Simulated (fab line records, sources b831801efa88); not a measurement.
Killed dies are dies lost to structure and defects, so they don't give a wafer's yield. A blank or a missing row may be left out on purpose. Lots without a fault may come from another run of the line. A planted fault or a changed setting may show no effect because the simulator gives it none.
Which tool did it? | flow gf180mcu | 6 lots, 18 wafers sampled, at 1 step of a route of 602

WHAT THE GAUGES READ, wafer by wafer
GF_DUAL_GATE_OVL_MEAS_11.
lot  | measured     | on         | DUAL_GATE_OVL (nm)
L378 | day 9 03:38  | overlay-02 | 2.5 2.2 1.1
L380 | day 9 17:10  | overlay-02 | -0.1 1.9 2.0
L384 | day 10 22:08 | overlay-01 | 0.5 1.9 0.5
L392 | day 13 04:59 | overlay-02 | 5.1 6.0 5.2
L395 | day 14 01:53 | overlay-01 | 2.7 3.4 3.2
L397 | day 14 16:20 | overlay-02 | 2.5 2.2 1.6

WHICH TOOL RAN EACH LOT (tool, then ch and the chambers of the sampled wafers, then the start)
The record holds no process step before these readings.

THE ANSWER, worked out from the rows above alone
Rule: what is usual is taken from the lots themselves. Put in order of their means at a reading, lots are off if they are a third of the lots or fewer, leave a main group of 4 or more, and stand apart from it by a gap of 3 or more times the standard deviation of the main group's means; of several such gaps the widest counts. A main group whose means are all the same, to the digits that the tables above print for the reading, isn't used. A lot without any number at a reading at which 4 lots or more have one is off too. The other lots that the step has rows for count as sound.
Off: L392, at GF_DUAL_GATE_OVL_MEAS_11 (DUAL_GATE_OVL). The main group: mean 1.9 nm, standard deviation 0.74.
A tool fits if, at a process step before that reading, it ran every lot that is off, and no sound lot after the first of them. The gauges at GF_DUAL_GATE_OVL_MEAS_11 are tried like those tools. None of those tried fits.

WHAT THE SIMULATOR HAD PUT IN
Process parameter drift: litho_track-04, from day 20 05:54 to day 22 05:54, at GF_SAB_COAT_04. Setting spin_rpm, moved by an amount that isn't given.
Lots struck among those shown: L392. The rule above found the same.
